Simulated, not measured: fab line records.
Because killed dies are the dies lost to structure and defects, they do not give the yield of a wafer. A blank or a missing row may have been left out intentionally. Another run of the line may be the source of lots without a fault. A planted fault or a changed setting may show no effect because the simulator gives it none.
fab line records -- flow sky130
record lots=12, wafers=36, lastDay=50
route steps=708 shown VT_ADJUST_LVTN@106 SONOS_TUNNEL@161 SONOS_ONO@183 PAD_OPEN@708
lots that met no fault: from a run of the same line without faults
startH: the number of hours between the record's first day and the start of the first shown wafer of the lot -- waitH: how many hours have passed since the lot's step before this one -- " identical to the entry in the row above -- L1.1+2: a row that stands for several wafers -- - no value, or no start was given -- * or withheld: withheld -- < > ~ a bound
route shown NAME@n: names a module that has steps shown in the file, with the first one's number in the route -- usual: mean/standard deviation of fault-free wafers -- same: alike in all rows -- chamber/n: place in a boat -- sites: the reading at each site -- _std_site: standard deviation of those values -- _edge_site: the outer-site mean with the inner-site mean subtracted -- radiusMm: how far each site lies from the wafer's centre -- mask NAME#n: copy n -- behind: tool/chamber where the wafer was last shaped -- hold: why the lot was held/for how many hours/how that ended -- device: the transistor (n, p or np) that didn't switch -- end of line: tests of these same wafers at the route's end -- for a step that has no rows: nothing shown but its recipe -- killed: count of dies lost to structure and defects at first sort (not the wafer's yield) -- map: the dies of a wafer, with x for killed, . for not killed, _ for no die there
set.NAME: the setting as run; set.NAME@STEP: as run at that earlier step -- model.NAME: the simulator's own value behind a step, which no gauge read
one table for each step of the route and one row for each wafer, over a sample of lots
services: when a tool's chamber went out of use (startH, in hours from the record's first day, below 0 if earlier), for how many hours, and the reason
## steps
# step SKY_VT_ADJUST_LVTN_STRIP_09
# recipe chemistry=O2/N2, powerW=1400, pressureMtorr=1500, platenTempC=withheld, o2FlowSccm=3000, n2FlowSccm=300, overashFraction=0.5
# usual drypumpMotorCurrentA=5.6/0.47, o2FlowSccm=3000/10, oesProductAu=0.722/0.0048, stripTimeToEndpointS=36.92/0.11
lot.wafer,tool,chamber,startH,waitH,drypumpMotorCurrentA,o2FlowSccm,oesProductAu,rfHoursCounterH,stripTimeToEndpointS
L381.2,plasmaAsher-03,0,139.68,0.1,6.3,3003,0.718,44,36.88
L381.4,plasmaAsher-03,1,139.68,0.1,5.9,2985,0.720,-,36.88
L381.5,plasmaAsher-03,0,139.68,0.1,6.3,3000,0.719,-,37.02
L382.1,plasmaAsher-03,0,143.88,0.1,6.3,3005,0.721,45,36.76
L382.2,plasmaAsher-03,1,143.88,0.1,5.9,3002,0.718,45,36.86
L382.3,plasmaAsher-03,0,143.88,0.1,6.3,3005,0.722,-,36.69
L386.1,plasmaAsher-01,1,172.83,0.1,6.2,3003,0.722,5,37.03
L386.3,plasmaAsher-01,0,172.83,0.1,5.4,3007,0.719,-,36.92
L386.6,plasmaAsher-01,0,172.83,0.1,5.4,3011,0.723,-,36.99
L394.1,plasmaAsher-02,1,231.16,0.1,5.2,3025,0.723,43,37.00
L394.3,plasmaAsher-02,1,231.16,0.1,5.2,3036,0.721,-,37.02
L394.6,plasmaAsher-02,1,231.16,0.1,5.2,3019,0.718,-,36.95
L393.1,plasmaAsher-01,1,232.03,0.1,6.2,2988,0.724,10,36.90
L393.2,plasmaAsher-01,0,232.03,0.1,5.4,2988,0.722,10,36.94
L393.5,plasmaAsher-01,0,232.03,0.1,5.4,2995,0.714,-,37.07
L395.1,plasmaAsher-03,0,237.96,0.1,6.3,3004,0.728,54,36.96
L395.4,plasmaAsher-03,0,237.96,0.1,6.3,2999,0.726,-,37.00
L395.5,plasmaAsher-03,1,237.96,0.1,5.9,2988,0.733,-,36.91
L398.2,plasmaAsher-01,0,256.41,0.1,5.4,2985,0.732,12,37.03
L398.3,plasmaAsher-01,1,256.41,0.1,6.2,2998,0.721,-,36.99
L398.6,plasmaAsher-01,0,256.41,0.1,5.4,2991,0.721,-,37.08
L399.1,plasmaAsher-02,1,264.26,0.1,5.2,3004,0.713,46,36.90
L399.3,plasmaAsher-02,1,264.26,0.1,5.2,3010,0.722,-,36.90
L399.4,plasmaAsher-02,0,264.26,0.1,5.1,3010,0.724,-,36.94
L400.1,plasmaAsher-01,1,270.86,0.1,6.2,2999,0.723,14,36.79
L400.4,plasmaAsher-01,0,270.86,0.1,5.4,2984,0.729,-,36.85
L400.5,plasmaAsher-01,1,270.86,0.1,6.2,2986,0.726,-,36.60
L401.3,plasmaAsher-03,1,274.81,0.1,5.9,2994,0.722,-,37.07
L401.5,plasmaAsher-03,1,274.81,0.1,5.9,3017,0.715,-,36.99
L401.6,plasmaAsher-03,0,274.81,0.1,6.3,3006,0.724,-,36.94
L402.3,plasmaAsher-02,0,281.90,0.1,5.1,3009,0.720,-,36.88
L402.4,plasmaAsher-02,1,281.90,0.1,5.2,2998,0.728,-,36.80
L402.6,plasmaAsher-02,0,281.90,0.1,5.1,2991,0.720,-,36.82
L404.2,plasmaAsher-02,0,293.18,0.1,5.1,2991,0.721,49,36.87
L404.4,plasmaAsher-02,0,293.18,0.1,5.1,3000,0.719,-,36.82
L404.5,plasmaAsher-02,1,293.18,0.1,5.2,2998,0.717,-,36.84
# step SKY_SONOS_TUNNEL_CD_MEAS_07
# recipe targetCdNm=410
# usual cdNm=409.7/2.3
lot.wafer,tool,chamber,startH,waitH,cdNm
L381.2,cdSem-02,-,247.42,0.1,414.3
L381.4,cdSem-02,-,247.42,0.1,412.0
L381.5,cdSem-02,-,247.42,0.1,413.5
L382.1,cdSem-01,-,252.44,0.1,408.3
L382.2,cdSem-01,-,252.44,0.1,407.0
L382.3,cdSem-01,-,252.44,0.1,407.5
L386.1,cdSem-01,-,289.69,0.1,412.1
L386.3,cdSem-01,-,289.69,0.1,411.8
L386.6,cdSem-01,-,289.69,0.1,411.5
L394.1,cdSem-01,-,360.73,0.1,407.1
L394.3,cdSem-01,-,360.73,0.1,407.0
L394.6,cdSem-01,-,360.73,0.1,404.6
L393.1,cdSem-02,-,360.76,0.1,407.7
L393.2,cdSem-02,-,360.76,0.1,409.6
L393.5,cdSem-02,-,360.76,0.1,410.1
L395.1,cdSem-01,-,367.34,0.1,406.4
L395.4,cdSem-01,-,367.34,0.1,408.3
L395.5,cdSem-01,-,367.34,0.1,408.9
L398.2,cdSem-01,-,389.26,0.1,408.0
L398.3,cdSem-01,-,389.26,0.1,407.9
L398.6,cdSem-01,-,389.26,0.1,406.8
L399.1,cdSem-01,-,398.67,0.1,407.2
L399.3,cdSem-01,-,398.67,0.1,410.4
L399.4,cdSem-01,-,398.67,0.1,410.6
L400.1,cdSem-02,-,406.84,0.1,412.1
L400.4,cdSem-02,-,406.84,0.1,411.2
L400.5,cdSem-02,-,406.84,0.1,412.3
L401.3,cdSem-01,-,411.81,0.1,410.1
L401.5,cdSem-01,-,411.81,0.1,411.8
L401.6,cdSem-01,-,411.81,0.1,410.2
L402.3,cdSem-01,-,420.11,0.1,411.3
L402.4,cdSem-01,-,420.11,0.1,412.0
L402.6,cdSem-01,-,420.11,0.1,410.3
L404.2,cdSem-02,-,432.36,0.1,411.3
L404.4,cdSem-02,-,432.36,0.1,407.3
L404.5,cdSem-02,-,432.36,0.1,409.1
# step SKY_SONOS_ONO_ETCH_15
# recipe targetDepthNm=19.52, chemistry=CHF3/O2, sourceW=600, biasW=200, pressureMtorr=40, chf3FlowSccm=50, O2_flow_sccm=5, timeS=7.8
# usual biasW=200.0/0.62, drypumpMotorCurrentA=5.7/0.41, oesProductAu=0.999/0.0089, throttleValvePct=8.823/0.0087
lot.wafer,tool,chamber,startH,waitH,biasW,drypumpMotorCurrentA,oesProductAu,rfHoursCounterH,throttleValvePct
L381.2,rieDiel-02,3,279.33,0.0,198.6,6.0,1.017,1,8.826
L381.4,rieDiel-02,0,279.33,0.0,201.0,5.9,0.993,71,8.810
L381.5,rieDiel-02,3,279.33,0.0,199.6,6.0,1.009,-,8.836
L382.1,rieDiel-04,2,285.18,0.0,200.2,5.3,0.990,3,8.825
L382.2,rieDiel-04,1,285.18,0.0,200.2,5.7,0.992,126,8.828
L382.3,rieDiel-04,0,285.18,0.0,199.3,5.0,0.994,5,8.830
L386.1,rieDiel-02,1,323.70,0.0,201.3,5.3,1.005,1,8.825
L386.3,rieDiel-02,2,323.70,0.0,200.6,6.2,0.997,96,8.825
L386.6,rieDiel-02,2,323.70,0.0,201.1,6.3,0.998,-,8.809
L393.1,rieDiel-02,0,394.42,0.0,200.1,5.9,1.009,73,8.808
L393.2,rieDiel-02,3,394.42,0.0,200.2,6.0,1.000,3,8.815
L393.5,rieDiel-02,3,394.42,0.0,199.8,6.0,1.001,-,8.820
L394.1,rieDiel-01,1,394.72,0.0,200.5,5.8,1.021,3,8.814
L394.3,rieDiel-01,2,394.72,0.0,200.5,6.3,0.992,11,8.826
L394.6,rieDiel-01,1,394.72,0.0,200.0,5.8,1.007,-,8.831
L395.1,rieDiel-02,0,429.83,0.0,199.9,5.9,1.007,73,8.828
L395.4,rieDiel-02,3,429.83,0.0,200.2,6.0,1.005,3,8.820
L395.5,rieDiel-02,0,429.83,0.0,199.8,5.9,1.003,-,8.832
L398.2,rieDiel-04,1,430.13,0.0,198.8,5.8,1.004,2,8.814
L398.3,rieDiel-04,2,430.13,0.0,199.7,5.3,0.987,7,8.816
L398.6,rieDiel-04,1,430.13,0.0,198.8,5.8,1.010,-,8.818
L399.1,rieDiel-01,2,435.39,0.0,199.8,6.3,0.992,12,8.830
L399.3,rieDiel-01,1,435.39,0.0,199.5,5.8,1.005,3,8.808
L399.4,rieDiel-01,0,435.39,0.0,200.0,5.5,1.000,2,8.819
L400.1,rieDiel-01,1,443.29,0.0,200.1,5.8,0.998,3,8.812
L400.4,rieDiel-01,0,443.29,0.0,200.2,5.5,1.001,2,8.832
L400.5,rieDiel-01,1,443.29,0.0,200.7,5.8,1.005,-,8.844
L401.3,rieDiel-01,2,448.99,0.0,198.2,6.3,1.000,12,8.817
L401.5,rieDiel-01,3,448.99,0.0,199.3,5.3,0.994,-,8.821
L401.6,rieDiel-01,0,448.99,0.0,199.9,5.5,1.007,-,8.818
L402.3,rieDiel-01,2,457.39,0.0,200.0,6.3,0.996,12,8.819
L402.4,rieDiel-01,3,457.39,0.0,200.6,5.3,0.997,5,8.825
L402.6,rieDiel-01,0,457.39,0.0,199.8,5.5,0.996,-,8.829
L404.2,rieDiel-02,1,471.04,0.0,200.6,5.4,1.018,4,8.829
L404.4,rieDiel-02,1,471.04,0.0,199.6,5.4,1.000,-,8.832
L404.5,rieDiel-02,0,471.04,0.0,200.6,5.9,1.005,-,8.835
# step SKY_SONOS_ONO_WET_ETCH_16
# recipe chemistry=dHF, targetDepthNm=14, dry=n2Spin, target=SiO2, dilution=100:1, tempC=25, timeS=280
# usual runLengthS=309/3.8
lot.wafer,tool,chamber,startH,waitH,runLengthS
L381.2,wetBench-01,3,279.35,0.0,314
L381.4,wetBench-01,3,279.35,0.0,314
L381.5,wetBench-01,3,279.35,0.0,314
L382.1,wetBench-01,3,285.20,0.0,313
L382.2,wetBench-01,3,285.20,0.0,313
L382.3,wetBench-01,3,285.20,0.0,313
L386.1,wetBench-03,2,323.72,0.0,307
L386.3,wetBench-03,2,323.72,0.0,307
L386.6,wetBench-03,2,323.72,0.0,307
L393.1,wetBench-01,2,394.44,0.0,150
L393.2,wetBench-01,2,394.44,0.0,150
L393.5,wetBench-01,2,394.44,0.0,150
L394.1,wetBench-01,2,394.74,0.0,150
L394.3,wetBench-01,2,394.74,0.0,150
L394.6,wetBench-01,2,394.74,0.0,150
L395.1,wetBench-04,2,429.85,0.0,308
L395.4,wetBench-04,2,429.85,0.0,308
L395.5,wetBench-04,2,429.85,0.0,308
L398.2,wetBench-04,1,430.15,0.0,307
L398.3,wetBench-04,1,430.15,0.0,307
L398.6,wetBench-04,1,430.15,0.0,307
L399.1,wetBench-03,1,435.42,0.0,313
L399.3,wetBench-03,1,435.42,0.0,313
L399.4,wetBench-03,1,435.42,0.0,313
L400.1,wetBench-04,0,443.32,0.0,305
L400.4,wetBench-04,0,443.32,0.0,305
L400.5,wetBench-04,0,443.32,0.0,305
L401.3,wetBench-01,2,449.02,0.0,311
L401.5,wetBench-01,2,449.02,0.0,311
L401.6,wetBench-01,2,449.02,0.0,311
L402.3,wetBench-01,3,457.42,0.0,313
L402.4,wetBench-01,3,457.42,0.0,313
L402.6,wetBench-01,3,457.42,0.0,313
L404.2,wetBench-01,1,471.07,0.0,304
L404.4,wetBench-01,1,471.07,0.0,304
L404.5,wetBench-01,1,471.07,0.0,304
# step SKY_PAD_OPEN_PROBE_99
# usual killed_at_M0_to_M3=43/7.7, killed_at_M4_up=3.4/1.9, killedAtContacts=25/5.6, killedAtFrontEnd=14/4.3, killedAtOther=0.2/0.5, killedDies=86/10, killedOpen=47/7.2, killedShort=39/6.7
# same grossDies=492, killedAtBackSide=0
lot.wafer,tool,chamber,startH,waitH,killed_at_M0_to_M3,killed_at_M4_up,killedAtContacts,killedAtFrontEnd,killedAtOther,killedDies,killedOpen,killedShort
L382.1,prober-01,-,1079.14,0.1,42,2,20,17,0,81,39,42
L382.2,prober-01,-,1079.19,0.1,38,1,29,21,2,91,50,41
L382.3,prober-01,-,1079.24,0.2,41,3,28,22,0,94,52,42
L394.1,prober-01,-,1156.21,0.1,52,3,30,13,0,98,58,40
L394.3,prober-01,-,1156.31,0.2,43,5,27,7,0,82,43,39
L394.6,prober-01,-,1156.46,0.2,43,4,26,16,0,89,54,35
L399.1,prober-02,-,1185.21,0.1,30,1,23,27,0,81,43,38
L399.3,prober-02,-,1185.31,0.2,32,2,32,17,0,83,48,35
L399.4,prober-02,-,1185.36,0.2,39,2,24,14,1,80,39,41
L400.1,prober-01,-,1186.26,0.1,33,3,25,8,0,69,40,29
L400.4,prober-01,-,1186.41,0.2,39,4,28,22,1,94,51,43
L400.5,prober-01,-,1186.46,0.2,34,5,33,15,0,87,61,26
L402.3,prober-01,-,1191.67,0.2,48,3,26,18,0,95,50,45
L402.4,prober-01,-,1191.72,0.2,43,5,31,7,0,86,50,36
L402.6,prober-01,-,1191.82,0.2,36,5,31,14,1,87,52,35
# killed by level:class
L382.1 VIA3:geometricParticle:short=8 VIA2:geometricParticle:open=7 VIA1:geometricParticle:open=7 CONTACT:geometricParticle:open=6 CONTACT:geometricParticle:short=5 METAL2:geometricParticle:short=5 LOCAL_INTERCONNECT:geometricParticle:short=4 POLY_GATE:geometricParticle:open=4
L382.2 CONTACT:geometricParticle:open=10 VIA1:geometricParticle:open=10 LI_CONTACT:geometricParticle:open=9 VIA1:geometricParticle:short=6 METAL1:geometricParticle:short=5 METAL2:geometricParticle:short=5 FIELD_ISO:geometricParticle:open=4 FIELD_ISO:geometricParticle:short=4
L382.3 CONTACT:geometricParticle:open=11 METAL2:geometricParticle:short=10 VIA1:geometricParticle:open=10 LI_CONTACT:geometricParticle:open=8 FIELD_ISO:geometricParticle:short=6 VIA3:geometricParticle:open=5 FIELD_ISO:geometricParticle:open=4 POLY_GATE:geometricParticle:open=4
L394.1 VIA1:geometricParticle:open=12 VIA3:geometricParticle:open=12 CONTACT:geometricParticle:open=11 LI_CONTACT:geometricParticle:short=6 LI_CONTACT:geometricParticle:open=6 VIA2:geometricParticle:open=5 FIELD_ISO:geometricParticle:short=4 METAL1:geometricParticle:short=4
L394.3 VIA1:geometricParticle:open=10 CONTACT:geometricParticle:open=8 VIA3:geometricParticle:open=8 CONTACT:geometricParticle:short=7 LI_CONTACT:geometricParticle:open=6 VIA3:geometricParticle:short=5 VIA2:geometricParticle:open=4 METAL1:geometricParticle:short=4
L394.6 VIA1:geometricParticle:open=15 CONTACT:geometricParticle:open=13 VIA2:geometricParticle:open=7 LI_CONTACT:geometricParticle:open=6 METAL2:geometricParticle:short=6 FIELD_ISO:geometricParticle:short=4 VIA3:geometricParticle:open=4 METAL4:geometricParticle:short=4
L399.1 CONTACT:geometricParticle:open=9 FIELD_ISO:geometricParticle:open=7 POLY_GATE:geometricParticle:short=7 VIA1:geometricParticle:open=7 FIELD_ISO:geometricParticle:short=6 POLY_GATE:geometricParticle:open=6 LI_CONTACT:geometricParticle:open=6 VIA1:geometricParticle:short=6
L399.3 CONTACT:geometricParticle:open=9 LI_CONTACT:geometricParticle:open=8 VIA1:geometricParticle:open=8 FIELD_ISO:geometricParticle:open=6 METAL1:geometricParticle:short=5 LOCAL_INTERCONNECT:geometricParticle:short=5 VIA2:geometricParticle:open=5 FIELD_ISO:geometricParticle:short=4
L399.4 CONTACT:geometricParticle:open=9 VIA3:geometricParticle:open=9 VIA2:geometricParticle:open=6 FIELD_ISO:geometricParticle:short=5 CONTACT:geometricParticle:short=5 METAL3:geometricParticle:short=5 LI_CONTACT:geometricParticle:open=4 LOCAL_INTERCONNECT:geometricParticle:short=4
L400.1 VIA1:geometricParticle:open=8 LI_CONTACT:geometricParticle:open=7 LOCAL_INTERCONNECT:geometricParticle:short=7 CONTACT:geometricParticle:open=6 VIA2:geometricParticle:open=5 VIA2:geometricParticle:short=4 VIA3:geometricParticle:open=4 FIELD_ISO:geometricParticle:short=3
L400.4 CONTACT:geometricParticle:open=12 VIA1:geometricParticle:open=12 CONTACT:geometricParticle:short=9 VIA2:geometricParticle:open=6 VIA3:geometricParticle:open=6 FIELD_ISO:geometricParticle:short=5 POLY_GATE:geometricParticle:open=4 LI_CONTACT:geometricParticle:open=4
L400.5 CONTACT:geometricParticle:open=14 LI_CONTACT:geometricParticle:open=11 VIA1:geometricParticle:open=6 METAL2:geometricParticle:open=5 VIA3:geometricParticle:open=5 FIELD_ISO:geometricParticle:open=4 LOCAL_INTERCONNECT:geometricParticle:short=4 METAL2:geometricParticle:short=4
L402.3 VIA1:geometricParticle:open=12 CONTACT:geometricParticle:open=9 VIA2:geometricParticle:open=7 POLY_GATE:geometricParticle:short=6 LI_CONTACT:geometricParticle:open=6 POLY_GATE:geometricParticle:open=5 CONTACT:geometricParticle:short=5 METAL1:geometricParticle:short=5
L402.4 LI_CONTACT:geometricParticle:open=12 CONTACT:geometricParticle:open=9 VIA3:geometricParticle:open=8 VIA2:geometricParticle:open=7 VIA1:geometricParticle:short=7 VIA1:geometricParticle:open=5 LI_CONTACT:geometricParticle:short=4 METAL2:geometricParticle:short=4
L402.6 LI_CONTACT:geometricParticle:open=11 CONTACT:geometricParticle:open=10 VIA2:geometricParticle:open=7 METAL1:geometricParticle:short=7 CONTACT:geometricParticle:short=6 POLY_GATE:geometricParticle:open=5 METAL4:geometricParticle:short=5 VIA3:geometricParticle:open=5
## services
tool,chamber,startH,hours,kind
rieDiel-02,-,145.73,2.2,repair
rieDiel-04,-,168.57,0.3,repair
rieDiel-01,3,173.90,-,clean
rieDiel-01,3,173.90,15.4,scheduledDown
wetBench-01,-,184.29,1.5,repair
rieDiel-04,-,194.46,2.8,pm
rieDiel-01,-,195.85,2.8,pm
plasmaAsher-01,-,201.45,14.6,pm
rieDiel-02,3,204.51,10.8,repair
rieDiel-04,-,205.22,0.3,repair
wetBench-03,-,214.80,1.9,repair
plasmaAsher-02,-,238.85,1.7,repair
wetBench-04,-,258.76,1.6,repair
plasmaAsher-02,-,281.11,0.3,repair
plasmaAsher-03,-,289.90,7.0,repair
rieDiel-04,3,315.35,4.4,repair
wetBench-01,-,320.23,1.9,pm
plasmaAsher-01,-,377.05,0.9,repair
rieDiel-02,3,420.57,4.5,repair
plasmaAsher-03,-,421.25,9.0,pm
plasmaAsher-01,-,437.47,4.3,pm
plasmaAsher-03,-,439.66,22.2,repair
wetBench-03,-,443.46,2.8,repair
plasmaAsher-03,-,463.42,3.4,repair
## key
firstSign step=SKY_SONOS_ONO_WET_ETCH_16, reading=runLengthS, direction=down, sigmas=42, usual=*, struck=*
effect none on later readings
metAt SKY_SONOS_ONO_WET_ETCH_16
struckLots L393,L394
testerLeftOut L393,L394
loopTrim step=SKY_SONOS_TUNNEL_EXPOSE_04, setting=dose, lots=L394
notActingAt SKY_VT_ADJUST_LVTN_STRIP_09,SKY_SONOS_TUNNEL_CD_MEAS_07,SKY_SONOS_ONO_ETCH_15
onsetBetween 285.20 394.44
fault kind=processParameterDrift, tool=wetBench-01, chamber=-, onsetH=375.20, steps=SKY_SONOS_ONO_WET_ETCH_16, channel=timeS, offset=*, shape=step, endH=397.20, actsIn=*, stated=*
# testerLeftOut: of these lots the tester's yield and bins aren't shown, on N5 and GAA mostly nor the transistor test; their killed dies are dies lost to structure and defects alone, not to doping, threshold or leakage, so they don't give the yield
# loopTrim: a control loop set the setting to another value than it would have without faults
